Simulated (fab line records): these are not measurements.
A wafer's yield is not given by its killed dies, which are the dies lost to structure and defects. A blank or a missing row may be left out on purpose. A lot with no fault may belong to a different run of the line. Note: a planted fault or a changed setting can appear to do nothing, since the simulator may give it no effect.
Matching of chambers + flow sky130 + cmp-01 running SKY_VIA2_CMP_24: 4 sister chambers
The step polishes, stops on SiO2, t overpolish 20 s, target thk 0 nm. 4 wafers are shown with their chamber, then 7 later ones without.

== WAFERS, EACH WITH ITS CHAMBER ==
| wafer  | chamber | motor current A (A) |
|--------|---------|---------------------|
| L674.3 | 1       | 9.2                 |
| L682.1 | 0       | 9.6                 |
| L688.4 | 3       | 10.2                |
| L688.5 | 2       | 10.3                |

== WAFERS WITHOUT THEIR CHAMBER ==
| wafer  | motor current A (A) |
|--------|---------------------|
| L688.6 | 10.4                |
| L689.1 | 9.8                 |
| L689.3 | 9.4                 |
| L689.4 | 11.3                |
| L690.1 | 9.9                 |
| L690.3 | 9.0                 |
| L690.5 | 11.0                |

== CHAMBER TAKEN BY EACH ==
| wafer  | from the rows above               | in truth |
|--------|-----------------------------------|----------|
| L688.6 | can't be placed: 2 or 3 or 0      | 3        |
| L689.1 | can't be placed: 0 or 3 or 2 or 1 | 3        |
| L689.3 | can't be placed: 0 or 1 or 3 or 2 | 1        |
| L689.4 | can't be placed: 2 or 3 or 0      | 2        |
| L690.1 | can't be placed: 3 or 0 or 2 or 1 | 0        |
| L690.3 | can't be placed: 1 or 0           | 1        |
| L690.5 | can't be placed: 2 or 3 or 0      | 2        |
Correctly placed: 0 of 7. Unplaceable from these rows: 7, with the true chamber sitting among the candidates in 7. 0 placed wrongly.
How it was worked out, from the rows above alone: a wafer's distance from a chamber is the root of the sum, over the readings, of the square of ((its reading less the chamber's mean) divided by the reading's scatter). The wafer belongs to the nearest chamber; if the next one is less than 2 further off, it can't be placed. A chamber's mean is the mean of its shown wafers. The scatter: root of mean squared gap, hidden wafer to nearest shown wafer, with one shown wafer a chamber.
